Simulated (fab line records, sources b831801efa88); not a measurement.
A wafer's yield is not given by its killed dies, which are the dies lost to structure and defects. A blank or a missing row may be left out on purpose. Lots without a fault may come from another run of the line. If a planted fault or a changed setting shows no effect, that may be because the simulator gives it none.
A lot that was struck, set against a sound lot || flow gf180mcu || 16 steps out of a route of 602
Sound: the wafers L432.2, L432.3, L432.6. The struck wafers were L440.1, L440.3, L440.4. Last of all comes the cause.
At each step with rows: each side's tool, then ch and its chambers, then its first start. Under that, the readings that differ: sound wafers || struck wafers || difference of the means || sigmas: that difference in standard deviations of wafers without a fault.
alike: readings whose means differ by less than 2 such deviations, and words and numbers that are the same on both sides. not compared: withheld readings, readings that some wafer has no value for, bounds like >300 that may hide the same value, and numbers for which the record gives no deviation and whose values overlap.
A row with sigmas, a row that says differs or no value, or rows on one side alone: a step with any of these is where the two part. Numbers that don't overlap but have no deviation are shown without sigmas and don't part them. Lack of a reading on every wafer of one side parts them only where that side has two or more wafers.

first, 4 steps without rows for these wafers: GF_STI_WET_ETCH_26 (etches SiO2 in dHF, target depth 94 nm, time 188 s); GF_STI_WET_ETCH_27 (etches Si3N4 in H3PO4, target depth 160 nm, time 1825 s); GF_STI_WET_ETCH_28 (etches SiO2 in dHF, target depth 20 nm, time 40 s); GF_STI_OXIDATION_29 (stabilise 600 s, purge 300 s, target thk 10 nm).
GF_STI_THK_MEAS_30:
  sound: film_metro-03 at day 3 17:49; struck: film_metro-04 at day 5 11:58
{"reading": "STI_OXIDATION_02_THK (nm)", "sound": "8.97 9.01 9.13", "struck": "9.46 9.34 9.47", "difference": "+0.39", "sigmas": "+2"}
then, 7 steps without rows for these wafers: GF_DNWELL_DEHYDRATE_00 (time 60 s); GF_DNWELL_HMDS_01 (prime time 60 s); GF_DNWELL_COAT_02 (resist thk 3000 nm); GF_DNWELL_SOFTBAKE_03; GF_DNWELL_EXPOSE_04 (exposes mask DNWELL, target cd 1700 nm); GF_DNWELL_PEB_05; GF_DNWELL_DEVELOP_06 (develop time 60 s).
GF_DNWELL_IMPLANT_07:
  sound on implanter-03 ch 0, day 4 07:16; struck on implanter-03 ch 0, day 6 03:05
{"reading": "implant_ion_amu", "sound": "31 31 31", "struck": "75 75 75", "difference": "+44", "sigmas": ""}
{"reading": "model.implant.rp_nm (nm)", "sound": "1517 1517 1517", "struck": "852.5 852.5 852.5", "difference": -664.5, "sigmas": ""}
{"reading": "model.implant.drp_nm (nm)", "sound": "197.4 197.4 197.4", "struck": "219 219 219", "difference": "+22", "sigmas": ""}
  alike: end_station_pressure_torr
GF_DNWELL_STRIP_08: strips in O2/N2.
  sound on plasma_asher-02 ch 0, day 4 07:23; struck on plasma_asher-03 ch 0,1, day 6 03:14
  alike: drypump_motor_current_A, heater_power_w, oes_product_au, strip_time_to_endpoint_s
  not compared: rf_hours_counter_h
GF_DNWELL_TW_MEAS_09:
  sound: film_metro-02 at day 4 07:30; struck: film_metro-01 at day 6 03:35
{"reading": "DNWELL_TW", "sound": "1333 1335 1336", "struck": "2552 2546 2543", "difference": "+1212", "sigmas": "+99 or more"}
  not compared: hold
GF_PASSIVATION_PROBE_99:
  the record holds rows for the sound wafers here (prober-01, day 31 05:23) but none for the struck ones

== WHERE THEY PART ==
Earliest at GF_STI_THK_MEAS_30; latest, in this record, at GF_PASSIVATION_PROBE_99.

WHY: whatever the simulator had introduced
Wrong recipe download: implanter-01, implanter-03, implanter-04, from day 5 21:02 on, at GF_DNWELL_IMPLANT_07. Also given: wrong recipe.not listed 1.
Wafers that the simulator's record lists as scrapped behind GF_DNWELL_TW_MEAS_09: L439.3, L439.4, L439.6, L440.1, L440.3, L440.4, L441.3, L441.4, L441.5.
